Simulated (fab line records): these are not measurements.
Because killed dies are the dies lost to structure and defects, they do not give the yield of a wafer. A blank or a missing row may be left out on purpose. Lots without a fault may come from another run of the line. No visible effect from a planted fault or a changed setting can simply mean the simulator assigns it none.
Code-filled problem report in 8D (eight disciplines) form || flow sky130 || the parts of the form that need people (team, actions taken, sign-off) are left out

1. WHAT IS WRONG
Wafers with no fault read 0.4000 Pa with a standard deviation of 0.00085, whereas chamber-pressure-pa at SKY_METAL4_SPUTTER_02 reads a mean of 0.3302 Pa on 1 wafer of 1 lot. Relative to the usual mean, that is a shift of -82 standard deviations.
The step: material AlCu, target thk 735 nm, time 39.1 s.
Seen first at day 44 14:10 on pvd-sputter-04, wafer L990.2. The record has a number at this step for 15 wafers belonging to 5 lots. Rule for "out" (also "out of limits"): further than 4 standard deviations from the usual mean. All remaining wafers that have a number are taken as sound.

2. WHAT IT IS, WHAT IT ISN'T
{"question": "which readings at this step", "is": "chamber-pressure-pa", "is not": "-"}
{"question": "which lots", "is": "L990", "is not": "L974, L982, L992, L996"}
{"question": "which wafers of those lots", "is": "L990.2", "is not": "L990.1, L990.4"}
{"question": "read on which tools", "is": "pvd-sputter-04", "is not": "pvd-sputter-02, pvd-sputter-03"}
{"question": "when", "is": "from day 44 14:10", "is not": "up to then (8 sound wafers); but 6 sound wafers of L992, L996 came after"}

3. WHAT RULES OUT EACH SUSPECT
Counting: any tool at a process step up to the reading remains a suspect provided it ran every lot that is out. Sound lots after the first of them don't rule it out here, since some wafers of a struck lot are sound.
- rie-diel-02 at SKY_VIA3_ETCH_15 (etches SiO2 in C4F8/O2/Ar, stops on TiN, target depth 507 nm, time 78 s): kept. The lot that is out, L990, ran on it at day 44 12:48; the last sound lot it ran before that was L982, at day 42 12:06.
- pvd-sputter-03 at SKY_VIA3_SPUTTER_20 (material TiN, target thk 20 nm, time 80 s): kept. It ran the lot that is out, L990 (day 44 13:28).
- pvd-sputter-04 at SKY_METAL4_SPUTTER_00 (material Ti, target thk 15 nm, time 10 s): kept. The lot that is out, L990, ran on it at day 44 14:07; the last sound lot it ran before that was L982, at day 42 13:34.
- pvd-sputter-04 at SKY_METAL4_SPUTTER_02 (material AlCu, target thk 735 nm, time 39.1 s): kept. The lot that is out, L990, ran on it at day 44 14:10; the last sound lot it ran before that was L982, at day 42 13:37. Its own chamber-pressure-pa readings are out on those wafers.
- In rie-diel-02 at SKY_VIA3_ETCH_15, the wafers that are out were processed in chamber 1 and their sound lot-mates in chambers 0, 3.
Left after counting: rie-diel-02 at SKY_VIA3_ETCH_15, pvd-sputter-03 at SKY_VIA3_SPUTTER_20, pvd-sputter-04 at SKY_METAL4_SPUTTER_00, pvd-sputter-04 at SKY_METAL4_SPUTTER_02.

4. THE CAUSE (what the simulator had put in)
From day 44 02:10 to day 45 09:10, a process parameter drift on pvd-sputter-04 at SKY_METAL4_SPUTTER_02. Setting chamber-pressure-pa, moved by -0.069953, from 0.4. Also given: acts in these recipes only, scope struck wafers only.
4 suspects survive the count, and this tool is in that group.

5. THE EFFECT CHAIN, in route order
Rows list readings where the struck wafers' mean (over those with a number) sits beyond 3 standard deviations from the usual. Readings are gone through only where the record gives a usual standard deviation; hours: the median, over the lots, of the time from a lot's start at the first step in this table giving one to that lot's start at this step; sigmas: the change measured in usual standard deviations.
{"hours": 0, "step": "SKY_METAL4_SPUTTER_02", "reading": "chamber-pressure-pa", "usual": "0.4000 Pa", "on struck wafers": 0.3302, "change": -0.0698, "sigmas": -82}
Its process steps:
- SKY_METAL4_SPUTTER_02: material AlCu, target thk 735 nm, time 39.1 s.
Later measuring or inspecting steps at which every struck wafer that the step has a row for has a number for every such reading, and none has moved that far: SKY_CAP2M_THK_MEAS_01, SKY_CAP2M_RS_MEAS_03, SKY_CAP2M_THK_MEAS_04, SKY_CAP2M_OVL_MEAS_12, SKY_METAL4_CD_MEAS_13.

6. WHAT WOULD HAVE CAUGHT IT SOONER
In this record the first reading out of limits was taken at day 44 14:10, 12 hours after the fault began at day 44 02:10.
